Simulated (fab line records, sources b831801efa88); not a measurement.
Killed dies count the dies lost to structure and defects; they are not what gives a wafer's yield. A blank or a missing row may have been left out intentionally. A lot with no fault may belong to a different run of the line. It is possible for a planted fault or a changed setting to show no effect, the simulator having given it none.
fab line records + flow sky130
[record]
- lots = 6
- wafers = 16
- last-day = 50
route steps=708 shown METAL3@570 VIA3@573 PAD_OPEN@708
lots untouched by any fault: they come from a run of this same line in which no faults occurred
start-h: start of the lot's first displayed wafer, in hours after the record's first day + wait-h: hours since the lot's step before + " as in the row above + L1.1+2: a single row standing in for several wafers + - no value present, or no start provided + * or withheld: withheld + < > ~ a bound
route shown NAME@n: NAME is a module with steps in the file, n the number in the route of the first one + usual: the fault-free wafers' mean and standard deviation + same: alike in all rows + chamber/n: place in a boat + sites: readings site by site + _std_site: standard deviation of those values + _edge_site: mean of outer sites minus mean of inner sites + radius-mm: how far each site lies from the wafer's centre + mask NAME#n: copy n + behind: tool/chamber where the wafer was last shaped + hold: what put the lot on hold/how long, in hours/how the hold closed + device: names the non-switching transistor (n, p or np) + end of line: tests of these same wafers at the route's end + step lacking rows: just its recipe + killed: at the first sort, the dies lost to defects and structure; wafer yield is something else + map: shows each die of a wafer: x if killed, . if not, _ if none is there
set.NAME: setting as actually run; set.NAME@STEP: the setting as run at that earlier step + model.NAME: the simulator's own value behind a step, which no gauge read
certain route steps with their lots: each step a table, each wafer a row
services: when a tool's chamber went out of use (start-h, in hours from the record's first day, below 0 if earlier), for how many hours, and the reason
[[steps]]
[step SKY_METAL3_STRIP_20]
[recipe]
- chemistry = post-etch-residue-remover
- time-s = 1200
- temp-c = 72.5
[step SKY_METAL3_CLEAN_21]
[recipe]
- chemistry = IPA
- time-s = 180
- temp-c = 25
[step SKY_METAL3_CLEAN_22]
[recipe]
- chemistry = O3/DIW
- dry = n2-spin
[step SKY_VIA3_HDPCVD_00]
[recipe]
- material = SiO2
- target-thk-nm = 1635
- sigma-open-frac = 0.3
- time-s = 272.5
- temp-c = 400
- sih4-flow-sccm = 60
- pressure-mtorr = 6
[step SKY_VIA3_THK_MEAS_01]
[recipe]
- reads = SiO2_of_VIA3_HDPCVD_00
[usual]
- VIA3_HDPCVD_THK = 1631/18
| lot.wafer | tool          | chamber | start-h | wait-h | VIA3_HDPCVD_THK[nm] |
|-----------|---------------|---------|---------|--------|---------------------|
| L105.1    | film-metro-01 | -       | 939.66  | 0.1    | 1625                |
| L105.3    | "             | -       | "       | "      | 1627                |
| L105.4    | "             | -       | "       | "      | 1647                |
| L106.4    | film-metro-04 | -       | 946.84  | 0.0    | 1638                |
| L106.5    | "             | -       | "       | "      | 1634                |
| L106.6    | "             | -       | "       | "      | 1640                |
| L108.2    | film-metro-02 | -       | 958.41  | 0.1    | 1615                |
| L108.5    | "             | -       | "       | "      | 1622                |
| L109.2    | film-metro-01 | -       | 967.17  | 0.1    | 1630                |
| L109.5    | "             | -       | "       | "      | 1638                |
| L117.1    | film-metro-02 | -       | 1024.46 | 0.1    | 1657                |
| L117.3    | "             | -       | "       | "      | 1673                |
| L117.6    | "             | -       | "       | "      | 1647                |
| L121.2    | film-metro-02 | -       | 1064.96 | 0.1    | 1620                |
| L121.4    | "             | -       | "       | "      | 1614                |
| L121.5    | "             | -       | "       | "      | 1617                |
[step SKY_VIA3_CMP_02]
[recipe]
- material = SiO2
- down-force-psi = 4
- platen-rpm = 60
- pad-velocity-m-s = 0.94248
[usual]
- motor-current-A = 12.3/0.91
- slurry-filter-dp-kPa = 13.49/0.14
| lot.wafer | tool   | chamber | start-h | wait-h | motor-current-A | slurry-filter-dp-kPa |
|-----------|--------|---------|---------|--------|-----------------|----------------------|
| L105.4    | cmp-01 | 3       | 940.38  | 0.7    | 12.6            | 13.41                |
| L105.3    | "      | 0       | "       | "      | 12.5            | 13.34                |
| L105.1    | "      | 2       | "       | "      | 12.4            | 13.70                |
| L106.4    | cmp-01 | 1       | 947.02  | 0.2    | 12.3            | 13.22                |
| L106.6    | "      | 2       | "       | "      | 13.1            | 13.46                |
| L106.5    | "      | 3       | "       | "      | 12.1            | 13.49                |
| L108.2    | cmp-01 | 0       | 958.61  | 0.2    | 11.9            | 13.48                |
| L108.5    | "      | 1       | "       | "      | 13.0            | 13.40                |
| L109.2    | cmp-01 | 2       | 967.37  | 0.2    | 12.8            | 13.32                |
| L109.5    | "      | 3       | "       | "      | 12.0            | 13.66                |
| L117.3    | cmp-01 | 2       | 1024.62 | 0.1    | 12.6            | 13.30                |
| L117.1    | "      | 3       | "       | "      | 11.4            | 13.39                |
| L117.6    | "      | 0       | "       | "      | 11.9            | 13.21                |
| L121.4    | cmp-02 | 3       | 1065.06 | 0.1    | 10.9            | 13.22                |
| L121.2    | "      | 0       | "       | "      | 12.7            | 13.45                |
| L121.5    | "      | 3       | "       | "      | 11.1            | 13.53                |
[step SKY_VIA3_BOW_MEAS_03]
[recipe]
- mode = bow
[usual]
- VIA3_BOW = 80/7.9
| lot.wafer | tool          | chamber | start-h | wait-h | VIA3_BOW[um] |
|-----------|---------------|---------|---------|--------|--------------|
| L105.1    | film-metro-04 | -       | 940.68  | 0.1    | 78           |
| L105.3    | "             | -       | "       | "      | 83           |
| L105.4    | "             | -       | "       | "      | 87           |
| L106.4    | film-metro-02 | -       | 947.23  | 0.2    | 71           |
| L106.5    | "             | -       | "       | "      | 80           |
| L106.6    | "             | -       | "       | "      | 75           |
| L108.2    | film-metro-04 | -       | 958.78  | 0.1    | 82           |
| L108.5    | "             | -       | "       | "      | 74           |
| L109.2    | film-metro-04 | -       | 967.54  | 0.1    | 76           |
| L109.5    | "             | -       | "       | "      | 83           |
| L117.1    | film-metro-01 | -       | 1024.82 | 0.1    | 82           |
| L117.3    | "             | -       | "       | "      | 69           |
| L117.6    | "             | -       | "       | "      | 82           |
| L121.2    | film-metro-04 | -       | 1065.33 | 0.2    | 88           |
| L121.4    | "             | -       | "       | "      | 88           |
| L121.5    | "             | -       | "       | "      | 81           |
[step SKY_VIA3_DEHYDRATE_04]
[recipe]
- temp-c = 200
- time-s = 60
[step SKY_VIA3_HMDS_05]
[recipe]
- prime-time-s = 60
- prime-temp-c = 120
[step SKY_VIA3_COAT_06]
[recipe]
- resist = BARC
- temp-c = withheld
- time-s = withheld
- spin-rpm = 3000
- resist-thk-nm = 60
[step SKY_VIA3_COAT_07]
[recipe]
- resist = KrF-thick
- spin-rpm = 3000
- resist-thk-nm = 450
[step SKY_VIA3_SOFTBAKE_08]
[recipe]
- temp-c = 100
- time-s = 90
- resist = KrF-thick
[step SKY_VIA3_EXPOSE_09]
[recipe]
- mask-id = VIM3
- na = 0.8
- source-shape = annular
- sigma-inner = 0.55
- sigma-outer = 0.85
- target-cd-nm = 200
- dose-mj = 38
[same]
- sigma-outer = 0.85
| lot.wafer  | tool           | chamber | start-h | wait-h | mask   |
|------------|----------------|---------|---------|--------|--------|
| L105.1+3+4 | krf-scanner-01 | 0       | 952.36  | -      | VIM3#0 |
| L106.4+5+6 | krf-scanner-02 | 0       | 959.44  | -      | VIM3#0 |
| L108.2+5   | krf-scanner-01 | 0       | 971.03  | -      | VIM3#0 |
| L109.2+5   | krf-scanner-01 | 0       | 979.43  | -      | VIM3#0 |
| L117.1+3+6 | krf-scanner-02 | 0       | 1036.26 | -      | VIM3#0 |
| L121.2+4+5 | krf-scanner-02 | 0       | 1075.80 | -      | VIM3#0 |
[step SKY_VIA3_PEB_10]
[recipe]
- peb-temp-c = withheld
- peb-time-s = withheld
- resist = KrF-thick
[step SKY_VIA3_DEVELOP_11]
[recipe]
- develop-time-s = 60
- resist = KrF-thick
- dev-temp-c = 21
[step SKY_VIA3_CD_MEAS_12]
[recipe]
- target-cd-nm = 200
[usual]
- cd-nm = 200.1/1.2
| lot.wafer | tool      | chamber | start-h | wait-h | cd-nm |
|-----------|-----------|---------|---------|--------|-------|
| L105.1    | cd-sem-01 | -       | 964.81  | -      | 199.6 |
| L105.3    | "         | -       | "       | "      | 199.8 |
| L105.4    | "         | -       | "       | "      | 197.4 |
| L106.4    | cd-sem-01 | -       | 971.35  | -      | 198.3 |
| L106.5    | "         | -       | "       | "      | 198.4 |
| L106.6    | "         | -       | "       | "      | 198.5 |
| L108.2    | cd-sem-01 | -       | 982.68  | -      | 130.1 |
| L108.5    | "         | -       | "       | "      | 130.7 |
| L109.2    | cd-sem-01 | -       | 990.83  | -      | 130.7 |
| L109.5    | "         | -       | "       | "      | 130.9 |
| L117.1    | cd-sem-02 | -       | 1046.46 | -      | 199.3 |
| L117.3    | "         | -       | "       | "      | 199.6 |
| L117.6    | "         | -       | "       | "      | 198.7 |
| L121.2    | cd-sem-02 | -       | 1085.93 | -      | 199.3 |
| L121.4    | "         | -       | "       | "      | 199.5 |
| L121.5    | "         | -       | "       | "      | 200.3 |
[step SKY_VIA3_OVL_MEAS_13]
[usual]
- VIA3_OVL = 0/5.3
| lot.wafer | tool       | chamber | start-h | wait-h | VIA3_OVL[nm] |
|-----------|------------|---------|---------|--------|--------------|
| L105.1    | overlay-01 | -       | 964.93  | 0.1    | -3           |
| L105.3    | "          | -       | "       | "      | 4            |
| L105.4    | "          | -       | "       | "      | -6           |
| L106.4    | overlay-02 | -       | 971.42  | 0.1    | 0            |
| L106.5    | "          | -       | "       | "      | -2           |
| L106.6    | "          | -       | "       | "      | -3           |
| L108.2    | overlay-02 | -       | 982.79  | 0.1    | 14           |
| L108.5    | "          | -       | "       | "      | 9            |
| L109.2    | overlay-01 | -       | 990.94  | 0.1    | 2            |
| L109.5    | "          | -       | "       | "      | 4            |
| L117.1    | overlay-01 | -       | 1046.58 | 0.1    | 1            |
| L117.3    | "          | -       | "       | "      | 2            |
| L117.6    | "          | -       | "       | "      | 7            |
| L121.2    | overlay-02 | -       | 1086.04 | 0.1    | -2           |
| L121.4    | "          | -       | "       | "      | -2           |
| L121.5    | "          | -       | "       | "      | -2           |
[step SKY_VIA3_ETCH_14]
[recipe]
- chemistry = N2/H2
- target = BARC
- ion-energy-ev = 200
- source-w = 500
- bias-w = 100
- pressure-mtorr = 30
- n2-flow-sccm = 100
- h2-flow-sccm = 200
- stop-on = SiO2
- time-s = 45.9
- target-depth-a = 600
[usual]
- bias-w = 100.0/0.31
- drypump-motor-current-A = 5.7/0.48
- oes-product-au = 0.854/0.0046
- throttle-valve-pct = 13.224/0.0094
| lot.wafer | tool        | chamber | start-h | wait-h | bias-w | drypump-motor-current-A | oes-product-au | rf-hours-counter-h | throttle-valve-pct | model.VIA3.cd-nm |
|-----------|-------------|---------|---------|--------|--------|-------------------------|----------------|--------------------|--------------------|------------------|
| L105.1    | rie-diel-03 | 3       | 964.97  | 0.0    | 100.3  | 6.1                     | 0.859          | 13                 | 13.231             | 199.1            |
| L105.3    | "           | 2       | "       | "      | 100.2  | 5.8                     | 0.854          | 17                 | 13.227             | 200.5            |
| L105.4    | "           | 1       | "       | "      | 100.0  | 5.6                     | 0.851          | 17                 | 13.220             | 197.6            |
| L106.4    | rie-diel-03 | 2       | 971.44  | 0.0    | 100.1  | 5.8                     | 0.853          | 17                 | 13.224             | 199              |
| L106.5    | "           | 2       | "       | "      | 100.1  | 5.8                     | 0.851          | -                  | 13.218             | 199.5            |
| L106.6    | "           | 1       | "       | "      | 99.4   | 5.6                     | 0.863          | -                  | 13.225             | 198.6            |
| L108.2    | rie-diel-03 | 3       | 982.82  | 0.0    | 100.1  | 6.1                     | 0.854          | 13                 | 13.230             | 129.4            |
| L108.5    | "           | 3       | "       | "      | 100.2  | 6.1                     | 0.847          | -                  | 13.215             | 130.1            |
| L109.2    | rie-diel-03 | 1       | 990.97  | 0.0    | 100.2  | 5.6                     | 0.847          | 18                 | 13.228             | 131              |
| L109.5    | "           | 0       | "       | "      | 100.2  | 5.0                     | 0.850          | -                  | 13.217             | 130.6            |
| L117.1    | rie-diel-03 | 1       | 1046.62 | 0.0    | 100.0  | 5.6                     | 0.855          | 19                 | 13.225             | 199.4            |
| L117.3    | "           | 2       | "       | "      | 100.1  | 5.7                     | 0.853          | 20                 | 13.234             | 199.6            |
| L117.6    | "           | 2       | "       | "      | 100.1  | 5.8                     | 0.851          | -                  | 13.233             | 199              |
| L121.2    | rie-diel-02 | 2       | 1086.07 | 0.0    | 99.9   | 5.2                     | 0.846          | 15                 | 13.231             | 200.4            |
| L121.4    | "           | 3       | "       | "      | 99.8   | 5.9                     | 0.859          | 18                 | 13.234             | 199.6            |
| L121.5    | "           | 0       | "       | "      | 99.8   | 6.0                     | 0.857          | -                  | 13.221             | 199.8            |
[step SKY_VIA3_ETCH_15]
[recipe]
- target = SiO2
- chemistry = C4F8/O2/Ar
- target-depth-nm = 507
- stop-on = TiN
- mask-material = KrF-thick
- source-w = 1500
- bias-w = 1200
- pressure-mtorr = 40
- c4f8-flow-sccm = withheld
- O2_flow_sccm = 6
- Ar_flow_sccm = 300
- time-s = 78
[usual]
- bias-w = 1200/3.3
- oes-product-au = 0.946/0.0049
| lot.wafer | tool        | chamber | start-h | wait-h | bias-w | oes-product-au | rf-hours-counter-h | model.VIA3.cd-nm |
|-----------|-------------|---------|---------|--------|--------|----------------|--------------------|------------------|
| L105.1    | rie-diel-03 | 3       | 965.01  | 0.0    | 1197   | 0.950          | 13                 | 200.2            |
| L105.3    | "           | 2       | "       | "      | 1200   | 0.945          | 17                 | 201.2            |
| L105.4    | "           | 1       | "       | "      | 1194   | 0.953          | 17                 | 193.5            |
| L106.4    | rie-diel-03 | 2       | 971.48  | 0.0    | 1196   | 0.944          | 17                 | 198.9            |
| L106.5    | "           | 2       | "       | "      | 1200   | 0.943          | -                  | 201.9            |
| L106.6    | "           | 1       | "       | "      | 1197   | 0.935          | -                  | 196.1            |
| L108.2    | rie-diel-03 | 3       | 982.86  | 0.0    | 1195   | 0.937          | 13                 | 127.9            |
| L108.5    | "           | 3       | "       | "      | 1201   | 0.944          | -                  | 130              |
| L109.2    | rie-diel-03 | 1       | 991.01  | 0.0    | 1201   | 0.945          | 18                 | 131.4            |
| L109.5    | "           | 0       | "       | "      | 1200   | 0.950          | -                  | 128.1            |
| L117.1    | rie-diel-03 | 1       | 1046.66 | 0.0    | 1205   | 0.940          | 19                 | 203.5            |
| L117.3    | "           | 2       | "       | "      | 1200   | 0.947          | 20                 | 203.4            |
| L117.6    | "           | 2       | "       | "      | 1196   | 0.942          | -                  | 203              |
| L121.2    | rie-diel-02 | 2       | 1086.11 | 0.0    | 1201   | 0.955          | 15                 | 201.3            |
| L121.4    | "           | 3       | "       | "      | 1203   | 0.949          | 18                 | 202.2            |
| L121.5    | "           | 0       | "       | "      | 1195   | 0.949          | -                  | 199.6            |
[step SKY_VIA3_STRIP_16]
[recipe]
- chemistry = O2/N2
- power-w = 1400
- pressure-mtorr = 1500
- platen-temp-c = withheld
- o2-flow-sccm = 3000
- n2-flow-sccm = 300
- overash-fraction = 0.5
[usual]
- drypump-motor-current-A = 5.7/0.36
- oes-product-au = 0.401/0.0048
- strip-time-to-endpoint-s = 4.126/0.024
| lot.wafer | tool            | chamber | start-h | wait-h | drypump-motor-current-A | oes-product-au | rf-hours-counter-h | strip-time-to-endpoint-s |
|-----------|-----------------|---------|---------|--------|-------------------------|----------------|--------------------|--------------------------|
| L105.1    | plasma-asher-01 | 1       | 965.07  | 0.0    | 5.4                     | 0.397          | 22                 | 4.141                    |
| L105.3    | "               | 0       | "       | "      | 5.1                     | 0.411          | -                  | 4.153                    |
| L105.4    | "               | 1       | "       | "      | 5.4                     | 0.396          | -                  | 4.084                    |
| L106.4    | plasma-asher-01 | 1       | 971.58  | 0.1    | 5.5                     | 0.401          | -                  | 4.148                    |
| L106.5    | "               | 0       | "       | "      | 5.1                     | 0.404          | -                  | 4.166                    |
| L106.6    | "               | 1       | "       | "      | 5.5                     | 0.402          | -                  | 4.122                    |
| L108.2    | plasma-asher-02 | 1       | 982.92  | 0.0    | 5.8                     | 0.403          | 115                | 4.150                    |
| L108.5    | "               | 0       | "       | "      | 5.7                     | 0.405          | -                  | 4.137                    |
| L109.2    | plasma-asher-01 | 0       | 991.07  | 0.0    | 5.1                     | 0.399          | 25                 | 4.116                    |
| L109.5    | "               | 0       | "       | "      | 5.1                     | 0.408          | -                  | 4.108                    |
| L117.1    | plasma-asher-01 | 1       | 1046.72 | 0.0    | 5.5                     | 0.393          | 30                 | 4.127                    |
| L117.3    | "               | 1       | "       | "      | 5.5                     | 0.405          | -                  | 4.154                    |
| L117.6    | "               | 0       | "       | "      | 5.1                     | 0.400          | -                  | 4.154                    |
| L121.2    | plasma-asher-01 | 0       | 1086.17 | 0.0    | 5.1                     | 0.400          | 35                 | 4.101                    |
| L121.4    | "               | 1       | "       | "      | 5.4                     | 0.404          | -                  | 4.151                    |
| L121.5    | "               | 1       | "       | "      | 5.4                     | 0.398          | -                  | 4.079                    |
[step SKY_PAD_OPEN_PROBE_99]
[usual]
- defect-limited-yield = 82.4/2
- killed_at_M0_to_M3 = 44/6.5
- killed_at_M4_up = 3.3/1.7
- killed-at-contacts = 25/5.3
- killed-at-front-end = 15/5
- killed-at-other = 0.2/0.47
- killed-dies = 87/9.9
- killed-on-rim = 17/3.8
- killed-open = 47/8
- killed-short = 39/6.1
- sort_bin_3_pad_short = 0.9/0.43
- sort_bin_5_function = 10.4/1.5
- sort_bin_6_memory = 6.2/1.2
- sort-n-pass = 405/9.9
- sort-yield-pct = 82.4/2
[same]
- gross-dies = 492
- killed-at-back-side = 0
- sort_bin_4_leakage[%] = 0
- sort_bin_8_speed[%] = 0
| lot.wafer | tool      | chamber | start-h | wait-h | defect-limited-yield[%] | killed_at_M0_to_M3 | killed_at_M4_up | killed-at-contacts | killed-at-front-end | killed-at-other | killed-dies | killed-on-rim | killed-open | killed-short | sort_bin_3_pad_short[%] | sort_bin_5_function[%] | sort_bin_6_memory[%] | sort-n-pass | sort-yield-pct[%] |
|-----------|-----------|---------|---------|--------|-------------------------|--------------------|-----------------|--------------------|---------------------|-----------------|-------------|---------------|-------------|--------------|-------------------------|------------------------|----------------------|-------------|-------------------|
| L105.1    | prober-02 | -       | 1105.78 | 0.1    | 82.3                    | 44                 | 4               | 22                 | 17                  | 0               | 87          | 18            | 45          | 42           | 1.0                     | 10.6                   | 6.1                  | 405         | 82.3              |
| L105.3    | prober-02 | -       | 1105.88 | 0.2    | 80.7                    | 46                 | 3               | 27                 | 18                  | 1               | 95          | 10            | 52          | 43           | 0.2                     | 12.6                   | 6.5                  | 397         | 80.7              |
| L105.4    | prober-02 | -       | 1105.93 | 0.2    | 79.1                    | 56                 | 5               | 19                 | 23                  | 0               | 103         | 20            | 57          | 46           | 1.4                     | 13.4                   | 6.1                  | 389         | 79.1              |
| L106.5    | prober-01 | -       | 1113.68 | 0.2    | 83.5                    | 38                 | 6               | 19                 | 17                  | 1               | 81          | 13            | 47          | 34           | 1.2                     | 10.2                   | 5.1                  | 411         | 83.5              |
| L106.6    | prober-01 | -       | 1113.73 | 0.2    | 82.5                    | 37                 | 2               | 24                 | 22                  | 1               | 86          | 19            | 50          | 36           | 1.0                     | 10.2                   | 6.3                  | 406         | 82.5              |
| L108.2    | prober-01 | -       | 1123.43 | 0.1    | 0                       | 443                | 3               | 26                 | 20                  | 0               | 492         | 96            | 53          | 43           | 1.0                     | 91.9                   | 7.1                  | 0           | 0                 |
| L108.5    | prober-01 | -       | 1123.58 | 0.2    | 0                       | 449                | 4               | 26                 | 13                  | 0               | 492         | 96            | 47          | 41           | 0.4                     | 92.9                   | 6.7                  | 0           | 0                 |
| L109.2    | prober-02 | -       | 1128.45 | 0.1    | 0                       | 444                | 5               | 25                 | 17                  | 1               | 492         | 96            | 38          | 48           | 1.8                     | 91.7                   | 6.5                  | 0           | 0                 |
| L109.5    | prober-02 | -       | 1128.60 | 0.2    | 0                       | 444                | 3               | 21                 | 24                  | 0               | 492         | 96            | 53          | 44           | 1.2                     | 92.9                   | 5.9                  | 0           | 0                 |
| L117.1    | prober-01 | -       | 1173.12 | 0.1    | 81.9                    | 44                 | 3               | 27                 | 15                  | 0               | 89          | 26            | 52          | 37           | 0.6                     | 10.8                   | 6.7                  | 403         | 81.9              |
| L117.3    | prober-01 | -       | 1173.22 | 0.2    | 82.7                    | 48                 | 4               | 21                 | 12                  | 0               | 85          | 15            | 43          | 42           | 0.8                     | 11.2                   | 5.3                  | 407         | 82.7              |
| L117.6    | prober-01 | -       | 1173.37 | 0.2    | 83.3                    | 40                 | 5               | 27                 | 10                  | 0               | 82          | 17            | 41          | 41           | 1.4                     | 9.1                    | 6.1                  | 410         | 83.3              |
| L121.2    | prober-01 | -       | 1202.18 | 0.1    | 84.3                    | 33                 | 5               | 22                 | 17                  | 0               | 77          | 19            | 40          | 37           | 0                       | 10.0                   | 5.7                  | 415         | 84.3              |
| L121.4    | prober-01 | -       | 1202.28 | 0.2    | 85.2                    | 38                 | 0               | 23                 | 12                  | 0               | 73          | 7             | 35          | 38           | 1.8                     | 7.7                    | 5.3                  | 419         | 85.2              |
| L121.5    | prober-01 | -       | 1202.33 | 0.2    | 81.7                    | 48                 | 1               | 23                 | 18                  | 0               | 90          | 16            | 52          | 38           | 0.4                     | 12.4                   | 5.5                  | 402         | 81.7              |
// killed by level:class
L105.1 VIA1:geometric-particle:open=10 CONTACT:geometric-particle:open=7 VIA3:geometric-particle:open=7 VIA2:geometric-particle:open=6 POLY_GATE:geometric-particle:short=5 LI_CONTACT:geometric-particle:open=5 METAL2:geometric-particle:short=5 POLY_GATE:geometric-particle:open=4
L105.3 VIA1:geometric-particle:open=16 LOCAL_INTERCONNECT:geometric-particle:short=8 CONTACT:geometric-particle:open=8 VIA3:geometric-particle:open=8 POLY_GATE:geometric-particle:open=5 VIA1:geometric-particle:short=5 METAL2:geometric-particle:short=5 METAL3:geometric-particle:short=5
L105.4 VIA1:geometric-particle:open=20 CONTACT:geometric-particle:open=9 POLY_GATE:geometric-particle:short=6 VIA3:geometric-particle:open=6 VIA1:geometric-particle:short=6 VIA2:geometric-particle:open=6 FIELD_ISO:geometric-particle:short=5 VIA2:geometric-particle:short=5
L106.5 VIA1:geometric-particle:open=10 VIA3:geometric-particle:open=8 LI_CONTACT:geometric-particle:open=6 FIELD_ISO:geometric-particle:open=5 POLY_GATE:geometric-particle:short=5 METAL1:geometric-particle:short=5 CONTACT:geometric-particle:open=5 LI_CONTACT:geometric-particle:short=4
L106.6 CONTACT:geometric-particle:open=11 VIA1:geometric-particle:open=9 METAL1:geometric-particle:short=8 FIELD_ISO:geometric-particle:open=7 FIELD_ISO:geometric-particle:short=5 LI_CONTACT:geometric-particle:open=5 METAL2:geometric-particle:short=5 VIA3:geometric-particle:open=5
L108.2 VIA3:area-expose=396 CONTACT:geometric-particle:short=9 VIA1:geometric-particle:open=9 POLY_GATE:geometric-particle:open=8 CONTACT:geometric-particle:open=8 VIA3:geometric-particle:open=8 METAL1:geometric-particle:short=7 METAL2:geometric-particle:short=7
L108.5 VIA3:area-expose=404 METAL1:geometric-particle:short=11 CONTACT:geometric-particle:open=11 VIA1:geometric-particle:open=6 VIA2:geometric-particle:open=6 LI_CONTACT:geometric-particle:open=5 VIA3:geometric-particle:open=5 VIA2:geometric-particle:short=4
L109.2 VIA3:area-expose=406 VIA1:geometric-particle:open=9 LI_CONTACT:geometric-particle:open=8 VIA3:geometric-particle:open=8 CONTACT:geometric-particle:short=6 METAL2:geometric-particle:short=6 POLY_GATE:geometric-particle:short=4 LI_CONTACT:geometric-particle:short=4
L109.5 VIA3:area-expose=395 CONTACT:geometric-particle:open=9 VIA3:geometric-particle:open=8 VIA1:geometric-particle:open=8 VIA2:geometric-particle:open=8 FIELD_ISO:geometric-particle:short=7 METAL2:geometric-particle:short=6 VIA1:geometric-particle:short=5
L117.1 CONTACT:geometric-particle:open=14 VIA1:geometric-particle:open=12 METAL1:geometric-particle:short=9 LI_CONTACT:geometric-particle:open=5 VIA3:geometric-particle:open=5 VIA1:geometric-particle:short=5 FIELD_ISO:geometric-particle:open=4 POLY_GATE:geometric-particle:open=4
L117.3 VIA1:geometric-particle:short=12 VIA1:geometric-particle:open=9 CONTACT:geometric-particle:open=7 VIA3:geometric-particle:open=7 METAL2:geometric-particle:short=6 LI_CONTACT:geometric-particle:open=5 FIELD_ISO:geometric-particle:open=4 CONTACT:geometric-particle:short=4
L117.6 CONTACT:geometric-particle:open=12 VIA2:geometric-particle:open=8 LI_CONTACT:geometric-particle:open=7 METAL1:geometric-particle:short=6 VIA1:geometric-particle:open=5 METAL2:geometric-particle:short=5 METAL4:geometric-particle:short=5 CONTACT:geometric-particle:short=4
L121.2 LI_CONTACT:geometric-particle:open=9 VIA2:geometric-particle:open=8 FIELD_ISO:geometric-particle:open=5 VIA3:geometric-particle:open=5 METAL2:geometric-particle:short=5 CONTACT:geometric-particle:open=5 VIA1:geometric-particle:short=5 METAL4:geometric-particle:short=5
L121.4 CONTACT:geometric-particle:open=11 VIA1:geometric-particle:open=7 VIA2:geometric-particle:open=5 METAL3:geometric-particle:short=5 CONTACT:geometric-particle:short=5 VIA1:geometric-particle:short=5 METAL2:geometric-particle:short=5 FIELD_ISO:geometric-particle:short=4
L121.5 VIA1:geometric-particle:open=12 FIELD_ISO:geometric-particle:open=9 VIA2:geometric-particle:short=9 LI_CONTACT:geometric-particle:open=7 VIA2:geometric-particle:open=7 CONTACT:geometric-particle:open=6 VIA3:geometric-particle:open=6 CONTACT:geometric-particle:short=5
// map L108.2 (x killed, . not)
__________xxxxxxxxxx_________
________xxxxxxxxxxxxxx_______
______xxxxxxxxxxxxxxxxxx_____
_____xxxxxxxxxxxxxxxxxxxx____
____xxxxxxxxxxxxxxxxxxxxxx___
___xxxxxxxxxxxxxxxxxxxxxxxx__
__xxxxxxxxxxxxxxxxxxxxxxxxxx_
_xxxxxxxxxxxxxxxxxxxxxxxxxxxx
_xxxxxxxxxxxxxxxxxxxxxxxxxxxx
_xxxxxxxxxxxxxxxxxxxxxxxxxxxx
_xxxxxxxxxxxxxxxxxxxxxxxxxxxx
_xxxxxxxxxxxxxxxxxxxxxxxxxxxx
_xxxxxxxxxxxxxxxxxxxxxxxxxxxx
_xxxxxxxxxxxxxxxxxxxxxxxxxxxx
_xxxxxxxxxxxxxxxxxxxxxxxxxxxx
__xxxxxxxxxxxxxxxxxxxxxxxxxx_
___xxxxxxxxxxxxxxxxxxxxxxxx__
____xxxxxxxxxxxxxxxxxxxxxx___
_____xxxxxxxxxxxxxxxxxxxx____
______xxxxxxxxxxxxxxxxxx_____
________xxxxxxxxxxxxxx_______
__________xxxxxxxxxx_________
// map L109.2 (x killed, . not)
__________xxxxxxxxxx_________
________xxxxxxxxxxxxxx_______
______xxxxxxxxxxxxxxxxxx_____
_____xxxxxxxxxxxxxxxxxxxx____
____xxxxxxxxxxxxxxxxxxxxxx___
___xxxxxxxxxxxxxxxxxxxxxxxx__
__xxxxxxxxxxxxxxxxxxxxxxxxxx_
_xxxxxxxxxxxxxxxxxxxxxxxxxxxx
_xxxxxxxxxxxxxxxxxxxxxxxxxxxx
_xxxxxxxxxxxxxxxxxxxxxxxxxxxx
_xxxxxxxxxxxxxxxxxxxxxxxxxxxx
_xxxxxxxxxxxxxxxxxxxxxxxxxxxx
_xxxxxxxxxxxxxxxxxxxxxxxxxxxx
_xxxxxxxxxxxxxxxxxxxxxxxxxxxx
_xxxxxxxxxxxxxxxxxxxxxxxxxxxx
__xxxxxxxxxxxxxxxxxxxxxxxxxx_
___xxxxxxxxxxxxxxxxxxxxxxxx__
____xxxxxxxxxxxxxxxxxxxxxx___
_____xxxxxxxxxxxxxxxxxxxx____
______xxxxxxxxxxxxxxxxxx_____
________xxxxxxxxxxxxxx_______
__________xxxxxxxxxx_________
[[services]]
| tool           | chamber | start-h | hours | kind   |
|----------------|---------|---------|-------|--------|
| krf-scanner-02 | -       | 918.88  | 0.8   | pm     |
| cmp-01         | -       | 936.08  | 2.0   | repair |
| cmp-02         | -       | 936.36  | 2.5   | repair |
| rie-diel-02    | 2       | 939.54  | 6.5   | repair |
| krf-scanner-02 | -       | 956.90  | 0.8   | pm     |
| cmp-02         | -       | 963.30  | 0.8   | repair |
| krf-scanner-01 | -       | 965.13  | 0.8   | pm     |
| rie-diel-02    | 2       | 970.29  | 10.5  | repair |
| krf-scanner-02 | -       | 973.32  | 1.0   | pm     |
| cmp-01         | -       | 974.10  | 1.0   | repair |
| cmp-01         | -       | 983.39  | 4.4   | pm     |
| rie-diel-02    | 0       | 986.08  | 10.7  | repair |
| cmp-02         | -       | 990.35  | 3.3   | repair |
| cmp-02         | -       | 993.98  | 5.1   | pm     |
| rie-diel-02    | 0       | 1009.67 | 21.2  | repair |
| rie-diel-02    | 2       | 1012.58 | 4.7   | repair |
| krf-scanner-01 | -       | 1016.77 | 1.3   | pm     |
| krf-scanner-01 | -       | 1018.79 | 5.9   | repair |
| krf-scanner-01 | -       | 1021.46 | 10.9  | repair |
| rie-diel-03    | -       | 1022.76 | 0.2   | repair |
| rie-diel-03    | 1       | 1035.06 | 9.0   | repair |
| krf-scanner-02 | -       | 1039.94 | 1.3   | pm     |
| krf-scanner-01 | -       | 1045.22 | 1.0   | pm     |
| krf-scanner-01 | -       | 1079.23 | 0.4   | repair |
[[key]]
[first-sign]
- step = SKY_VIA3_CD_MEAS_12
- reading = cd-nm
- direction = down
- sigmas = 57
- usual = 200.1
- struck = 130.6
[effect]
- step = SKY_PAD_OPEN_PROBE_99
- reading = killed_at_M0_to_M3
- direction = up
- sigmas = 61
- usual = 44
- struck = 445
[model-effect]
- step = SKY_VIA3_ETCH_14
- value = VIA3.cd-nm
- without = 199.8
- struck = 130.3
[model-effect]
- step = SKY_VIA3_ETCH_15
- value = VIA3.cd-nm
- without = 198.9
- struck = 129.4
[more-kills-born-at]
- SKY_VIA3_EXPOSE_09@krf-scanner-01 = 1601
met-at SKY_VIA3_EXPOSE_09
struck-wafers L108.2,L108.5,L109.2,L109.5
later-rows-left-out L108.2,L108.5,L109.2,L109.5
onset-between 952.36 971.03
[fault]
- kind = process-parameter-drift
- tool = krf-scanner-01
- chamber = -
- onset-h = 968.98
- steps = SKY_VIA3_EXPOSE_09
- channel = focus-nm
- offset = 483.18
- shape = step
- end-h = 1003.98
- scope = struck-wafers-only
// later-rows-left-out: the simulator's readings of these wafers behind a module that went badly wrong aren't trusted and aren't shown, but for the sort
